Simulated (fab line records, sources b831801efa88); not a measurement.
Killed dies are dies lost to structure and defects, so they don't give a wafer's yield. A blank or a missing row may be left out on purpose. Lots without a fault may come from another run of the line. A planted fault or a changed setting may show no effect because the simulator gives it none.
Which tool did it? | flow sky130 | 6 lots, 18 wafers sampled, at 2 steps of a route of 708

WHAT THE GAUGES READ, wafer by wafer
SKY_SONOS_ONO_THK_MEAS_05.
lot  | measured     | on            | SONOS_ONO_CVD_04_THK (nm)
L494 | day 11 17:20 | film_metro-02 | 5.63 5.59 5.68
L496 | day 12 08:46 | film_metro-01 | 9.16 9.28 9.31
L506 | day 16 03:41 | film_metro-01 | 5.70 5.85 5.76
L508 | day 16 18:39 | film_metro-03 | 5.90 5.71 5.77
L511 | day 17 13:51 | film_metro-01 | 5.73 5.88 5.83
L513 | day 18 05:24 | film_metro-03 | 5.77 5.84 5.69

WHICH TOOL RAN EACH LOT (tool, then ch and the chambers of the sampled wafers, then the start)
lot  | SKY_SONOS_ONO_CVD_04
L494 | lpcvd-03 ch 0, day 11 16:04
L496 | lpcvd-03 ch 0, day 12 07:31
L506 | lpcvd-03 ch 1, day 16 02:26
L508 | lpcvd-03 ch 0, day 16 17:24
L511 | lpcvd-03 ch 1, day 17 12:36
L513 | lpcvd-03 ch 1, day 18 04:09
- SKY_SONOS_ONO_CVD_04: deposits SiO2 from SiH4/N2O, target thk 5.7199 nm.

THE ANSWER, worked out from the rows above alone
Rule: what is usual is taken from the lots themselves. Put in order of their means at a reading, lots are off if they are a third of the lots or fewer, leave a main group of 4 or more, and stand apart from it by a gap of 3 or more times the standard deviation of the main group's means; of several such gaps the widest counts. A main group whose means are all the same, to the digits that the tables above print for the reading, isn't used. A lot without any number at a reading at which 4 lots or more have one is off too. The other lots that the step has rows for count as sound.
Off: L496, at SKY_SONOS_ONO_THK_MEAS_05 (SONOS_ONO_CVD_04_THK). The main group: mean 5.76 nm, standard deviation 0.063.
A tool fits if, at a process step before that reading, it ran every lot that is off, and no sound lot after the first of them. The gauges at SKY_SONOS_ONO_THK_MEAS_05 are tried like those tools. None of those tried fits.

WHAT THE SIMULATOR HAD PUT IN
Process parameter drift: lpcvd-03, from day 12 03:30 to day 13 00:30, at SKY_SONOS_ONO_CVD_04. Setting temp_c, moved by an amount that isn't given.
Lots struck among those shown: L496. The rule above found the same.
